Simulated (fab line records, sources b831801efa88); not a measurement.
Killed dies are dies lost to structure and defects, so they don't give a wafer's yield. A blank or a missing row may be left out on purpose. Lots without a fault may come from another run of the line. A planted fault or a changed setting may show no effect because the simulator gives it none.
fab line records | flow sky130
record lots=5 wafers=15 last_day=48
route steps=708 shown METAL2@502 VIA2@507 METAL3@532
lots that met no fault: from a run of the same line without faults
start_h: hours from the record's first day to the start of the lot's first wafer shown | wait_h: hours since the lot's step before | " the same as in the row above | L1.1+2: a row that stands for several wafers | - no value, or no start given | * or withheld: withheld | < > ~ a bound
route shown NAME@n: a module of which the file shows steps, and the number in the route of the first | usual: mean/standard deviation of fault-free wafers | same: alike in all rows | chamber/n: place in a boat | sites: the reading at each site | _std_site: their standard deviation | _edge_site: outer sites' mean less inner sites' | radius_mm: how far each site lies from the wafer's centre | mask NAME#n: copy n | behind: the tool/chamber that last shaped the wafer | hold: why the lot was held/for how many hours/how that ended | device: the transistor (n, p or np) that didn't switch | end of line: the same wafers' tests at the end of the route | a step without rows: its recipe alone | killed: dies lost to structure and defects at the first sort, not the wafer's yield | map: a wafer's dies, x killed, . not, _ none there
set.NAME: the setting as run; set.NAME@STEP: as run at that earlier step | model.NAME: the simulator's own value behind a step, which no gauge read
lots at some steps of the route; a table a step, a row a wafer
services: from which hour (start_h, from the record's first day; less than 0 if before it) a tool's chamber was out of use, for how many hours, and why
## steps
# step SKY_METAL2_METAL_ETCH_19
# recipe target_depth_a=3600 stop_on=SiO2 over_etch_frac=0.3 time_s=78 chemistry=Cl2/BCl3 resist_sidewall_deg=88 pressure_mtorr=10 icp_w=900 bias_w=48.5 Cl2_flow_sccm=60 bcl3_flow_sccm=30
# usual drypump_motor_current_A=5.6/0.63 oes_product_au=0.854/0.0054 throttle_valve_pct=22.264/0.0091
# columns lot.wafer tool chamber start_h wait_h drypump_motor_current_A oes_product_au rf_hours_counter_h throttle_valve_pct
L077.1 rie_metal-04 1 835.75 0.0 5.7 0.857 14 22.262
L077.3 " 0 " " 4.6 0.857 - 22.279
L077.5 " 0 " " 4.6 0.840 - 22.263
L078.1 rie_metal-04 0 852.87 0.0 4.6 0.854 10 22.257
L078.5 " 0 " " 4.6 0.846 - 22.258
L078.6 " 1 " " 5.6 0.849 - 22.261
L083.2 rie_metal-04 0 887.68 0.0 4.6 0.857 13 22.277
L083.5 " 0 " " 4.6 0.856 - 22.267
L083.6 " 1 " " 5.7 0.861 - 22.265
L084.1 rie_metal-02 0 891.44 0.1 5.5 0.851 13 22.274
L084.4 " 0 " " 5.5 0.840 - 22.280
L084.5 " 0 " " 5.5 0.859 - 22.279
L087.3 rie_metal-02 1 922.53 0.1 6.1 0.841 - 22.265
L087.5 " 0 " " 5.5 0.845 - 22.265
L087.6 " 1 " " 6.1 0.858 - 22.265
# step SKY_METAL2_STRIP_20
# recipe chemistry=O2/N2 power_w=1400 pressure_mtorr=1500 platen_temp_c=withheld o2_flow_sccm=3000 n2_flow_sccm=300 overash_fraction=0.5
# usual drypump_motor_current_A=5.9/0.48 o2_flow_sccm=3002/8.8 oes_product_au=0.342/0.0049 strip_time_to_endpoint_s=2.68/0.047
# columns lot.wafer tool chamber start_h wait_h drypump_motor_current_A o2_flow_sccm oes_product_au rf_hours_counter_h strip_time_to_endpoint_s
L077.1 plasma_asher-04 0 835.84 0.1 5.3 3009 0.345 9 2.73
L077.3 " 1 " " 6.3 3006 0.341 - 2.75
L077.5 " 1 " " 6.3 3012 0.346 - 2.70
L078.1 plasma_asher-04 1 852.96 0.1 6.2 3003 0.343 10 2.74
L078.5 " 1 " " 6.3 3003 0.344 - 2.72
L078.6 " 0 " " 5.4 2997 0.339 - 2.68
L083.2 plasma_asher-04 0 887.77 0.1 5.3 3010 0.350 14 2.71
L083.5 " 0 " " 5.4 3001 0.346 - 2.74
L083.6 " 1 " " 6.2 3001 0.340 - 2.67
L084.1 plasma_asher-04 0 891.62 0.1 5.3 3011 0.342 15 2.59
L084.4 " 1 " " 6.2 2992 0.342 - 2.62
L084.5 " 0 " " 5.4 3010 0.346 - 2.60
L087.3 plasma_asher-01 1 922.62 0.1 6.4 2985 0.340 - 2.64
L087.5 " 1 " " 6.4 3020 0.342 - 2.59
L087.6 " 0 " " 5.6 3020 0.345 - 2.64
# step SKY_METAL2_STRIP_21
# recipe chemistry=post_etch_residue_remover time_s=1200 temp_c=72.5
# columns lot.wafer tool chamber start_h wait_h
L077.1+3+5 wet_bench-03 2 835.94 0.1
L078.1+5+6 wet_bench-03 0 853.06 0.1
L083.2+5+6 wet_bench-04 3 887.87 0.1
L084.1+4+5 wet_bench-03 3 891.72 0.1
L087.3+5+6 wet_bench-01 2 922.69 0.0
# step SKY_METAL2_CLEAN_22
# recipe chemistry=IPA time_s=180 temp_c=25
# columns lot.wafer tool chamber start_h wait_h
L077.1+3+5 wet_bench-04 0 836.28 0.0
L078.1+5+6 wet_bench-04 0 853.74 0.0
L083.2+5+6 wet_bench-03 0 888.21 0.0
L084.1+4+5 wet_bench-04 0 892.09 0.0
L087.3+5+6 wet_bench-01 3 923.09 0.0
# step SKY_METAL2_CLEAN_23
# recipe chemistry=O3/DIW dry=n2_spin
# columns lot.wafer tool chamber start_h wait_h
L077.1+3+5 wet_bench-03 3 836.35 0.0
L078.1+5+6 wet_bench-01 0 853.80 0.0
L083.2+5+6 wet_bench-04 3 888.27 0.0
L084.1+4+5 wet_bench-03 3 892.15 0.0
L087.3+5+6 wet_bench-01 2 923.16 0.0
# step SKY_VIA2_HDPCVD_00
# recipe material=SiO2 target_thk_nm=1180 sigma_open_frac=0.3 time_s=196.7 temp_c=400 sih4_flow_sccm=60 pressure_mtorr=6
# usual pressure_mtorr=6.002/0.013
# columns lot.wafer tool chamber start_h wait_h pressure_mtorr
L077.1 hdpcvd-01 2 836.44 0.0 5.980
L077.3 " 1 " " 6.011
L077.5 " 1 " " 6.005
L078.1 hdpcvd-02 1 853.89 0.0 6.010
L078.5 " 2 " " 5.995
L078.6 " 0 " " 5.995
L083.2 hdpcvd-01 1 888.36 0.0 5.994
L083.5 " 2 " " 6.022
L083.6 " 0 " " 5.990
L084.1 hdpcvd-01 1 892.25 0.0 6.000
L084.4 " 2 " " 6.013
L084.5 " 1 " " 6.025
L087.3 hdpcvd-02 1 923.27 0.0 6.007
L087.5 " 1 " " 5.981
L087.6 " 2 " " 5.987
# step SKY_VIA2_THK_MEAS_01
# recipe reads=SiO2_of_VIA2_HDPCVD_00
# usual VIA2_HDPCVD_THK=1181/11
# columns lot.wafer tool chamber start_h wait_h VIA2_HDPCVD_THK[nm]
L077.1 film_metro-03 - 836.56 0.1 1162
L077.3 " - " " 1164
L077.5 " - " " 1166
L078.1 film_metro-03 - 854.02 0.1 1188
L078.5 " - " " 1186
L078.6 " - " " 1181
L083.2 film_metro-03 - 888.50 0.1 1171
L083.5 " - " " 1182
L083.6 " - " " 1181
L084.1 film_metro-04 - 892.38 0.1 1176
L084.4 " - " " 1170
L084.5 " - " " 1168
L087.3 film_metro-03 - 923.42 0.1 1185
L087.5 " - " " 1176
L087.6 " - " " 1193
# step SKY_VIA2_CMP_02
# recipe material=SiO2 down_force_psi=4 platen_rpm=60 pad_velocity_m_s=0.94248
# usual head_pressure_psi=4.001/0.0093 motor_current_A=12.3/0.95
# columns lot.wafer tool chamber start_h wait_h head_pressure_psi motor_current_A
L077.1 cmp-02 2 836.62 0.1 3.995 12.7
L077.3 " 1 " " 3.982 12.1
L077.5 " 3 " " 3.989 12.8
L078.1 cmp-01 2 854.18 0.1 3.992 12.7
L078.6 " 0 " " 4.006 11.7
L078.5 " 1 " " 4.008 13.4
L083.2 cmp-01 0 888.75 0.2 4.005 11.4
L083.5 " 2 " " 4.018 12.4
L083.6 " 3 " " 4.013 10.1
L084.1 cmp-01 1 892.44 0.1 4.012 13.4
L084.4 " 2 " " 3.985 12.2
L084.5 " 2 " " 3.996 11.9
L087.3 cmp-02 1 923.61 0.2 3.991 12.4
L087.5 " 2 " " 3.992 12.2
L087.6 " 3 " " 3.995 13.0
# step SKY_VIA2_BOW_MEAS_03
# recipe mode=bow
# usual VIA2_BOW=84/7
# columns lot.wafer tool chamber start_h wait_h VIA2_BOW[um]
L077.1 film_metro-02 - 836.92 0.2 78
L077.3 " - " " 92
L077.5 " - " " 67
L078.1 film_metro-02 - 854.38 0.1 90
L078.5 " - " " 89
L078.6 " - " " 81
L083.2 film_metro-03 - 888.97 0.2 83
L083.5 " - " " 80
L083.6 " - " " 88
L084.1 film_metro-03 - 892.74 0.2 85
L084.4 " - " " 74
L084.5 " - " " 70
L087.3 film_metro-03 - 923.80 0.1 97
L087.5 " - " " 90
L087.6 " - " " 88
# step SKY_VIA2_DEHYDRATE_04
# recipe temp_c=200 time_s=60
# usual resist_line_temp_C=22.97/0.1
# columns lot.wafer tool chamber start_h wait_h resist_line_temp_C
L077.1 litho_track-02 0 849.24 12.3 22.80
L077.3 " 0 " " 22.87
L077.5 " 0 " " 23.16
L078.1 litho_track-02 0 865.84 11.4 23.00
L078.5 " 0 " " 23.01
L078.6 " 0 " " 22.88
L083.2 litho_track-03 0 900.84 11.9 22.84
L083.5 " 0 " " 22.76
L083.6 " 0 " " 22.80
L084.1 litho_track-02 0 904.84 12.1 23.07
L084.4 " 0 " " 22.92
L084.5 " 0 " " 23.16
L087.3 litho_track-02 0 936.04 12.2 22.94
L087.5 " 0 " " 22.88
L087.6 " 0 " " 22.88
# step SKY_VIA2_HMDS_05
# recipe prime_time_s=60 prime_temp_c=120
# usual resist_line_temp_C=23.00/0.11
# same prime_time_s=60
# columns lot.wafer tool chamber start_h wait_h resist_line_temp_C
L077.1 litho_track-02 0 849.39 0.1 23.02
L077.3 " 0 " " 22.93
L077.5 " 0 " " 22.92
L078.1 litho_track-02 0 865.99 0.1 23.12
L078.5 " 0 " " 23.08
L078.6 " 0 " " 22.92
L083.2 litho_track-03 0 900.99 0.1 22.99
L083.5 " 0 " " 23.19
L083.6 " 0 " " 22.99
L084.1 litho_track-02 0 904.99 0.1 23.20
L084.4 " 0 " " 23.15
L084.5 " 0 " " 23.22
L087.3 litho_track-02 0 936.19 0.1 23.13
L087.5 " 0 " " 23.15
L087.6 " 0 " " 23.08
# step SKY_VIA2_COAT_06
# recipe resist=BARC temp_c=withheld time_s=withheld spin_rpm=3000 resist_thk_nm=60
# usual resist_line_temp_C=*
# columns lot.wafer tool chamber start_h wait_h resist_line_temp_C
L077.1 litho_track-02 0 849.54 0.1 *
L077.3 " 0 " " *
L077.5 " 0 " " *
L078.1 litho_track-02 0 866.14 0.1 *
L078.5 " 0 " " *
L078.6 " 0 " " *
L083.2 litho_track-03 0 901.14 0.1 *
L083.5 " 0 " " *
L083.6 " 0 " " *
L084.1 litho_track-02 0 905.14 0.1 *
L084.4 " 0 " " *
L084.5 " 0 " " *
L087.3 litho_track-02 0 936.34 0.1 *
L087.5 " 0 " " *
L087.6 " 0 " " *
# step SKY_VIA2_COAT_07
# recipe resist=KrF-thick spin_rpm=3000 resist_thk_nm=450
# usual resist_line_temp_C=22.98/0.093
# columns lot.wafer tool chamber start_h wait_h resist_line_temp_C
L077.1 litho_track-02 0 - - 22.96
L077.3 " 0 " " 23.09
L077.5 " 0 " " 22.78
L078.1 litho_track-02 0 - - 22.97
L078.5 " 0 " " 23.07
L078.6 " 0 " " 23.09
L083.2 litho_track-03 0 - - 22.82
L083.5 " 0 " " 22.89
L083.6 " 0 " " 22.95
L084.1 litho_track-02 0 - - 23.11
L084.4 " 0 " " 22.97
L084.5 " 0 " " 22.81
L087.3 litho_track-02 0 - - 23.09
L087.5 " 0 " " 23.09
L087.6 " 0 " " 23.10
# step SKY_VIA2_SOFTBAKE_08
# recipe temp_c=100 time_s=90 resist=KrF-thick
# usual resist_line_temp_C=23.02/0.11
# columns lot.wafer tool chamber start_h wait_h resist_line_temp_C
L077.1 litho_track-02 0 - - 22.90
L077.3 " 0 " " 22.97
L077.5 " 0 " " 22.93
L078.1 litho_track-02 0 - - 23.06
L078.5 " 0 " " 23.07
L078.6 " 0 " " 22.95
L083.2 litho_track-03 0 - - 22.91
L083.5 " 0 " " 22.89
L083.6 " 0 " " 22.96
L084.1 litho_track-02 0 - - 23.16
L084.4 " 0 " " 22.98
L084.5 " 0 " " 23.14
L087.3 litho_track-02 0 - - 23.17
L087.5 " 0 " " 23.12
L087.6 " 0 " " 23.17
# step SKY_VIA2_EXPOSE_09
# recipe mask_id=VIM2 na=0.8 source_shape=annular sigma_inner=0.55 sigma_outer=0.85 target_cd_nm=200 dose_mj=38
# columns lot.wafer tool chamber start_h wait_h mask
L077.1+3+5 krf_scanner-01 0 - - VIM2#0
L078.1+5+6 krf_scanner-02 0 - - VIM2#0
L083.2+5+6 krf_scanner-01 0 - - VIM2#0
L084.1+4+5 krf_scanner-02 0 - - VIM2#0
L087.3+5+6 krf_scanner-02 0 - - VIM2#0
# step SKY_VIA2_PEB_10
# recipe peb_temp_c=withheld peb_time_s=withheld resist=KrF-thick
# usual resist_line_temp_C=*
# columns lot.wafer tool chamber start_h wait_h resist_line_temp_C
L077.1 litho_track-03 0 - - *
L077.3 " 0 " " *
L077.5 " 0 " " *
L078.1 litho_track-03 0 - - *
L078.5 " 0 " " *
L078.6 " 0 " " *
L083.2 litho_track-03 0 - - *
L083.5 " 0 " " *
L083.6 " 0 " " *
L084.1 litho_track-04 0 - - *
L084.4 " 0 " " *
L084.5 " 0 " " *
L087.3 litho_track-04 0 - - *
L087.5 " 0 " " *
L087.6 " 0 " " *
# step SKY_VIA2_DEVELOP_11
# recipe develop_time_s=60 resist=KrF-thick dev_temp_c=21
# usual resist_line_temp_C=23.00/0.1
# same develop_time_s=60
# columns lot.wafer tool chamber start_h wait_h resist_line_temp_C
L077.1 litho_track-03 0 - - 23.03
L077.3 " 0 " " 23.07
L077.5 " 0 " " 23.07
L078.1 litho_track-03 0 - - 23.05
L078.5 " 0 " " 23.00
L078.6 " 0 " " 22.92
L083.2 litho_track-03 0 - - 22.70
L083.5 " 0 " " 22.91
L083.6 " 0 " " 22.92
L084.1 litho_track-04 0 - - 22.89
L084.4 " 0 " " 22.91
L084.5 " 0 " " 23.07
L087.3 litho_track-04 0 - - 23.07
L087.5 " 0 " " 23.01
L087.6 " 0 " " 22.89
# step SKY_VIA2_CD_MEAS_12
# recipe target_cd_nm=200
# usual cd_nm=199.7/1.4
# columns lot.wafer tool chamber start_h wait_h cd_nm
L077.1 cd_sem-01 - 862.62 - 199.5
L077.3 " - " " 202.1
L077.5 " - " " 199.2
L078.1 cd_sem-01 - 879.72 - 198.4
L078.5 " - " " 200.6
L078.6 " - " " 199.2
L083.2 cd_sem-01 - 913.74 - 197.2
L083.5 " - " " 199.3
L083.6 " - " " 198.6
L084.1 cd_sem-02 - 917.24 - 201.9
L084.4 " - " " 200.9
L084.5 " - " " 200.8
L087.3 cd_sem-02 - 947.63 - 200.1
L087.5 " - " " 201.2
L087.6 " - " " 202.9
# step SKY_VIA2_OVL_MEAS_13
# usual VIA2_OVL=0/6.2
# columns lot.wafer tool chamber start_h wait_h VIA2_OVL[nm]
L077.1 overlay-02 - 862.74 0.1 4
L077.3 " - " " -2
L077.5 " - " " 3
L078.1 overlay-02 - 879.84 0.1 0
L078.5 " - " " 2
L078.6 " - " " 7
L083.2 overlay-02 - 913.84 0.1 -5
L083.5 " - " " -2
L083.6 " - " " 6
L084.1 overlay-02 - 917.36 0.1 -1
L084.4 " - " " 7
L084.5 " - " " 2
L087.3 overlay-02 - 947.72 0.1 -8
L087.5 " - " " -4
L087.6 " - " " 7
# step SKY_VIA2_ETCH_14
# recipe chemistry=N2/H2 target=BARC ion_energy_ev=200 source_w=500 bias_w=100 pressure_mtorr=30 n2_flow_sccm=100 h2_flow_sccm=200 stop_on=SiO2 time_s=45.9 target_depth_a=600
# usual drypump_motor_current_A=5.8/0.5 oes_product_au=0.855/0.0041 throttle_valve_pct=13.225/0.01
# columns lot.wafer tool chamber start_h wait_h drypump_motor_current_A oes_product_au rf_hours_counter_h throttle_valve_pct
L077.1 rie_diel-03 0 862.77 0.0 5.1 0.860 12 13.229
L077.3 " 2 " " 5.7 0.853 14 13.236
L077.5 " 1 " " 5.0 0.852 - 13.232
L078.1 rie_diel-01 2 879.87 0.0 6.1 0.846 18 13.200
L078.5 " 1 " " 5.2 0.853 - 13.234
L078.6 " 0 " " 6.5 0.849 - 13.234
L083.2 rie_diel-01 3 913.87 0.0 5.8 0.854 18 13.229
L083.5 " 1 " " 5.2 0.853 - 13.208
L083.6 " 3 " " 5.8 0.861 - 13.224
L084.1 rie_diel-04 2 917.40 0.0 6.4 0.860 22 13.225
L084.4 " 0 " " 6.2 0.853 1 13.231
L084.5 " 2 " " 6.4 0.852 - 13.214
L087.3 rie_diel-04 0 947.75 0.0 6.2 0.851 2 13.218
L087.5 " 0 " " 6.2 0.844 - 13.232
L087.6 " 2 " " 6.4 0.854 - 13.218
# step SKY_VIA2_ETCH_15
# recipe target=SiO2 chemistry=C4F8/O2/Ar target_depth_nm=546 stop_on=TiN mask_material=KrF-thick source_w=1500 bias_w=1200 pressure_mtorr=40 c4f8_flow_sccm=withheld O2_flow_sccm=6 Ar_flow_sccm=300 time_s=84
# usual oes_product_au=0.940/0.0049
# columns lot.wafer tool chamber start_h wait_h oes_product_au rf_hours_counter_h
L077.1 rie_diel-03 0 862.81 0.0 0.946 12
L077.3 " 2 " " 0.938 14
L077.5 " 1 " " 0.935 -
L078.1 rie_diel-01 2 879.91 0.0 0.931 18
L078.5 " 1 " " 0.947 -
L078.6 " 0 " " 0.946 -
L083.2 rie_diel-01 3 913.91 0.0 0.943 18
L083.5 " 1 " " 0.937 -
L083.6 " 3 " " 0.947 -
L084.1 rie_diel-04 2 917.44 0.0 0.943 22
L084.4 " 0 " " 0.937 1
L084.5 " 2 " " 0.945 -
L087.3 rie_diel-04 0 947.79 0.0 0.935 2
L087.5 " 0 " " 0.934 -
L087.6 " 2 " " 0.940 -
# step SKY_VIA2_STRIP_16
# recipe chemistry=O2/N2 power_w=1400 pressure_mtorr=1500 platen_temp_c=withheld o2_flow_sccm=3000 n2_flow_sccm=300 overash_fraction=0.5
# usual drypump_motor_current_A=5.8/0.59 o2_flow_sccm=3001/8.1 oes_product_au=0.398/0.0047 strip_time_to_endpoint_s=4.035/0.026
# columns lot.wafer tool chamber start_h wait_h drypump_motor_current_A o2_flow_sccm oes_product_au rf_hours_counter_h strip_time_to_endpoint_s
L077.1 plasma_asher-02 1 862.88 0.0 6.6 3017 0.391 107 3.990
L077.3 " 0 " " 5.3 3013 0.395 - 4.030
L077.5 " 0 " " 5.3 3002 0.393 - 4.049
L078.1 plasma_asher-02 0 879.98 0.0 5.3 3012 0.401 108 3.994
L078.5 " 1 " " 6.6 3000 0.396 - 3.985
L078.6 " 0 " " 5.3 3000 0.405 - 4.040
L083.2 plasma_asher-04 1 913.98 0.0 6.3 3006 0.395 17 4.015
L083.5 " 1 " " 6.3 2993 0.389 - 3.992
L083.6 " 0 " " 5.3 2998 0.394 - 4.018
L084.1 plasma_asher-03 0 917.50 0.0 5.0 2999 0.401 78 4.031
L084.4 " 0 " " 5.0 2995 0.399 - 4.032
L084.5 " 0 " " 5.0 2997 0.409 - 4.004
L087.3 plasma_asher-04 0 947.88 0.1 5.3 2999 0.405 - 4.044
L087.5 " 1 " " 6.3 3008 0.401 - 4.035
L087.6 " 0 " " 5.3 3008 0.401 - 4.033
# step SKY_VIA2_STRIP_17
# recipe chemistry=post_etch_residue_remover time_s=1200 temp_c=72.5
# columns lot.wafer tool chamber start_h wait_h
L077.1+3+5 wet_bench-02 1 862.98 0.1
L078.1+5+6 wet_bench-03 2 880.08 0.1
L083.2+5+6 wet_bench-03 2 914.08 0.1
L084.1+4+5 wet_bench-03 2 917.60 0.1
L087.3+5+6 wet_bench-03 1 947.95 0.0
# step SKY_VIA2_CLEAN_18
# recipe chemistry=IPA time_s=180 temp_c=25
# columns lot.wafer tool chamber start_h wait_h
L077.1+3+5 wet_bench-04 2 863.35 0.0
L078.1+5+6 wet_bench-02 0 880.42 0.0
L083.2+5+6 wet_bench-04 2 914.42 0.0
L084.1+4+5 wet_bench-04 0 917.94 0.0
L087.3+5+6 wet_bench-04 3 948.29 0.0
# step SKY_VIA2_CLEAN_19
# recipe chemistry=O3/DIW dry=n2_spin
# columns lot.wafer tool chamber start_h wait_h
L077.1+3+5 wet_bench-02 2 863.41 0.0
L078.1+5+6 wet_bench-04 3 880.55 0.0
L083.2+5+6 wet_bench-02 1 914.48 0.0
L084.1+4+5 wet_bench-03 1 918.01 0.0
L087.3+5+6 wet_bench-03 1 948.35 0.0
# step SKY_VIA2_SPUTTER_20
# recipe material=TiN target_thk_nm=20 chamber_pressure_pa=5 power_w=4000 time_s=80
# usual throttle_valve_pct=30.2/1.2
# columns lot.wafer tool chamber start_h wait_h throttle_valve_pct
L077.1 pvd_sputter-02 - 863.50 0.0 30.7
L077.3 " - " " 30.1
L077.5 " - " " 30.0
L078.1 pvd_sputter-03 - 880.64 0.0 28.9
L078.5 " - " " 29.7
L078.6 " - " " 32.3
L083.2 pvd_sputter-03 - 914.57 0.0 31.4
L083.5 " - " " 32.5
L083.6 " - " " 29.7
L084.1 pvd_sputter-03 - 918.10 0.0 31.6
L084.4 " - " " 29.0
L084.5 " - " " 32.1
L087.3 pvd_sputter-04 - 948.44 0.0 29.2
L087.5 " - " " 30.1
L087.6 " - " " 29.4
# step SKY_VIA2_CVD_21
# recipe material=W target_thk_nm=420 time_s=126.4 temp_c=400 pressure_torr=40
# usual chamber_pressure_Torr=40.00/0.096 heater_power_w=908/92
# columns lot.wafer tool chamber start_h wait_h chamber_pressure_Torr heater_power_w
L077.1 cvd_w-01 0 863.56 0.0 40.09 947
L077.3 " 0 " " 39.99 964
L077.5 " 1 " " 39.88 826
L078.1 cvd_w-01 1 880.70 0.0 40.09 818
L078.5 " 0 " " 39.98 953
L078.6 " 1 " " 40.10 846
L083.2 cvd_w-01 0 914.63 0.0 40.02 953
L083.5 " 0 " " 40.03 954
L083.6 " 1 " " 40.04 818
L084.1 cvd_w-02 0 918.16 0.0 39.78 807
L084.4 " 1 " " 40.05 1049
L084.5 " 1 " " 39.94 1048
L087.3 cvd_w-02 1 948.55 0.1 39.92 1026
L087.5 " 0 " " 39.88 801
L087.6 " 1 " " 40.09 1051
# step SKY_VIA2_RS_MEAS_22
# recipe thk_meas_gauge=four-point-probe reads=W_of_VIA2_CVD_21+TiN_of_VIA2_SPUTTER_20
# usual VIA2_W_RS=0.2721/0.0025
# columns lot.wafer tool chamber start_h wait_h VIA2_W_RS[ohm/sq]
L077.1 film_metro-03 - 863.69 0.1 0.2724
L077.3 " - " " 0.2706
L077.5 " - " " 0.2715
L078.1 film_metro-02 - 880.83 0.1 0.2721
L078.5 " - " " 0.2714
L078.6 " - " " 0.2748
L083.2 film_metro-04 - 914.78 0.1 0.2743
L083.5 " - " " 0.2731
L083.6 " - " " 0.2713
L084.1 film_metro-03 - 918.29 0.1 0.2752
L084.4 " - " " 0.2717
L084.5 " - " " 0.2713
L087.3 film_metro-03 - 948.67 0.1 0.2698
L087.5 " - " " 0.2740
L087.6 " - " " 0.2678
# step SKY_VIA2_THK_MEAS_23
# recipe thk_meas_gauge=xrf reads=W_of_VIA2_CVD_21
# usual VIA2_W_THK=406/5.3
# columns lot.wafer tool chamber start_h wait_h VIA2_W_THK[nm]
L077.1 film_metro-03 - 863.81 0.1 407
L077.3 " - " " 414
L077.5 " - " " 411
L078.1 film_metro-02 - 880.95 0.1 406
L078.5 " - " " 407
L078.6 " - " " 404
L083.2 film_metro-04 - 914.89 0.1 397
L083.5 " - " " 400
L083.6 " - " " 401
L084.1 film_metro-03 - 918.41 0.1 406
L084.4 " - " " 411
L084.5 " - " " 414
L087.3 film_metro-03 - 948.77 0.1 409
L087.5 " - " " 407
L087.6 " - " " 417
# step SKY_VIA2_CMP_24
# recipe stop_on=SiO2 t_overpolish_s=20 down_force_psi=3.5 platen_rpm=60 target_thk_nm=0 pad_velocity_m_s=0.94248
# usual head_pressure_psi=3.500/0.007 motor_current_A=11.2/0.94 overpolish_run_s=19.999/0.009 time_to_endpoint_s=102/4.3
# columns lot.wafer tool chamber start_h wait_h head_pressure_psi motor_current_A overpolish_run_s time_to_endpoint_s
L077.3 cmp-01 3 863.97 0.1 3.498 9.1 20.003 106
L077.1 " 0 " " 3.500 10.7 19.999 110
L077.5 " 1 " " 3.505 12.6 19.999 111
L078.1 cmp-02 1 881.06 0.1 3.505 11.5 19.994 103
L078.6 " 0 " " 3.494 12.8 20.003 95
L078.5 " 1 " " 3.506 11.3 20.007 105
L083.2 cmp-01 1 915.09 0.2 3.493 12.3 19.991 103
L083.5 " 2 " " 3.507 11.8 19.974 99
L083.6 " 3 " " 3.509 9.2 20.001 101
L084.1 cmp-01 0 918.47 0.1 3.489 9.8 20.007 102
L084.4 " 1 " " 3.504 11.9 19.999 104
L084.5 " 0 " " 3.500 10.0 20.005 109
L087.3 cmp-01 1 949.11 0.3 3.502 11.7 19.986 107
L087.6 " 3 " " 3.491 10.0 19.981 103
L087.5 " 0 " " 3.510 10.0 20.007 105
# step SKY_METAL3_SPUTTER_00
# recipe material=Ti target_thk_nm=15 power_w=3000 time_s=10 chamber_pressure_pa=0.4
# usual throttle_valve_pct=29.8/1.1
# columns lot.wafer tool chamber start_h wait_h throttle_valve_pct
L077.1 pvd_sputter-03 - 864.17 0.1 28.8
L077.3 " - " " 32.1
L077.5 " - " " 28.8
L078.1 pvd_sputter-03 - 881.31 0.2 32.0
L078.5 " - " " 31.5
L078.6 " - " " 29.0
L083.2 pvd_sputter-01 - 915.24 0.1 29.1
L083.5 " - " " 29.2
L083.6 " - " " 28.9
L084.1 pvd_sputter-03 - 918.77 0.2 28.9
L084.4 " - " " 32.3
L084.5 " - " " 29.1
L087.3 pvd_sputter-04 - 949.31 0.1 29.1
L087.5 " - " " 30.2
L087.6 " - " " 29.2
# step SKY_METAL3_SPUTTER_01
# recipe material=TiN target_thk_nm=20 power_w=6500 time_s=16.7 chamber_pressure_pa=0.4
# usual throttle_valve_pct=29.8/1
# columns lot.wafer tool chamber start_h wait_h throttle_valve_pct
L077.1 pvd_sputter-03 - 864.19 0.0 28.7
L077.3 " - " " 31.9
L077.5 " - " " 28.8
L078.1 pvd_sputter-03 - 881.33 0.0 31.9
L078.5 " - " " 31.5
L078.6 " - " " 28.9
L083.2 pvd_sputter-01 - 915.26 0.0 29.1
L083.5 " - " " 29.3
L083.6 " - " " 29.0
L084.1 pvd_sputter-03 - 918.79 0.0 28.9
L084.4 " - " " 32.0
L084.5 " - " " 28.7
L087.3 pvd_sputter-04 - 949.33 0.0 29.0
L087.5 " - " " 29.9
L087.6 " - " " 29.3
# step SKY_METAL3_SPUTTER_02
# recipe material=AlCu target_thk_nm=735 power_w=10600 time_s=39.1 chamber_pressure_pa=0.4
# usual throttle_valve_pct=29.8/1.1
# columns lot.wafer tool chamber start_h wait_h throttle_valve_pct
L077.1 pvd_sputter-03 - 864.22 0.0 28.7
L077.3 " - " " 32.2
L077.5 " - " " 28.6
L078.1 pvd_sputter-03 - 881.36 0.0 32.0
L078.5 " - " " 31.7
L078.6 " - " " 28.8
L083.2 pvd_sputter-01 - 915.29 0.0 28.8
L083.5 " - " " 29.0
L083.6 " - " " 28.4
L084.1 pvd_sputter-03 - 918.82 0.0 29.0
L084.4 " - " " 32.0
L084.5 " - " " 28.9
L087.3 pvd_sputter-04 - 949.35 0.0 28.8
L087.5 " - " " 30.2
L087.6 " - " " 29.5
# step SKY_METAL3_SPUTTER_03
# recipe material=Ti target_thk_nm=5 power_w=3000 time_s=3.3 chamber_pressure_pa=0.4
# usual throttle_valve_pct=29.8/1.1
# columns lot.wafer tool chamber start_h wait_h throttle_valve_pct
L077.1 pvd_sputter-03 - 864.26 0.0 28.7
L077.3 " - " " 31.9
L077.5 " - " " 28.7
L078.1 pvd_sputter-03 - 881.40 0.0 32.1
L078.5 " - " " 31.6
L078.6 " - " " 28.9
L083.2 pvd_sputter-01 - 915.33 0.0 29.1
L083.5 " - " " 29.0
L083.6 " - " " 28.9
L084.1 pvd_sputter-03 - 918.86 0.0 28.7
L084.4 " - " " 32.0
L084.5 " - " " 28.8
L087.3 pvd_sputter-04 - 949.39 0.0 29.0
L087.5 " - " " 29.8
L087.6 " - " " 29.4
# step SKY_METAL3_SPUTTER_04
# recipe material=TiN target_thk_nm=70 power_w=6500 time_s=58.3 chamber_pressure_pa=0.4
# usual throttle_valve_pct=29.8/1.1
# columns lot.wafer tool chamber start_h wait_h throttle_valve_pct
L077.1 pvd_sputter-03 - 864.28 0.0 28.7
L077.3 " - " " 32.0
L077.5 " - " " 29.0
L078.1 pvd_sputter-03 - 881.42 0.0 32.1
L078.5 " - " " 31.7
L078.6 " - " " 28.8
L083.2 pvd_sputter-01 - 915.35 0.0 28.8
L083.5 " - " " 28.9
L083.6 " - " " 29.0
L084.1 pvd_sputter-03 - 918.87 0.0 28.7
L084.4 " - " " 32.3
L084.5 " - " " 28.9
L087.3 pvd_sputter-04 - 949.41 0.0 29.0
L087.5 " - " " 30.0
L087.6 " - " " 29.3
## services
# columns tool chamber start_h hours kind
rie_diel-04 - 827.82 2.8 pm
cmp-01 - 828.17 2.6 repair
wet_bench-03 - 829.63 4.1 repair
hdpcvd-01 0 839.46 5.2 repair
rie_diel-04 0 841.64 2.7 repair
rie_diel-01 3 843.52 3.4 repair
rie_diel-01 2 848.91 13.4 repair
rie_diel-04 2 854.04 5.2 repair
rie_diel-04 0 859.90 2.7 repair
rie_diel-01 3 862.35 1.3 repair
rie_diel-01 - 869.02 0.5 repair
pvd_sputter-04 - 869.55 6.5 repair
rie_diel-04 3 869.59 3.9 repair
rie_diel-04 2 870.72 9.8 repair
pvd_sputter-01 - 876.32 5.7 repair
rie_diel-01 0 911.22 1.8 repair
rie_diel-01 2 912.79 14.4 repair
plasma_asher-04 - 916.56 0.7 repair
rie_diel-01 2 928.11 13.7 repair
rie_diel-01 3 929.83 2.7 repair
pvd_sputter-04 - 931.35 1.4 repair
cmp-01 - 933.05 8.1 pm
plasma_asher-04 - 936.03 3.9 repair
pvd_sputter-03 - 948.12 3.5 repair
## key
fault none
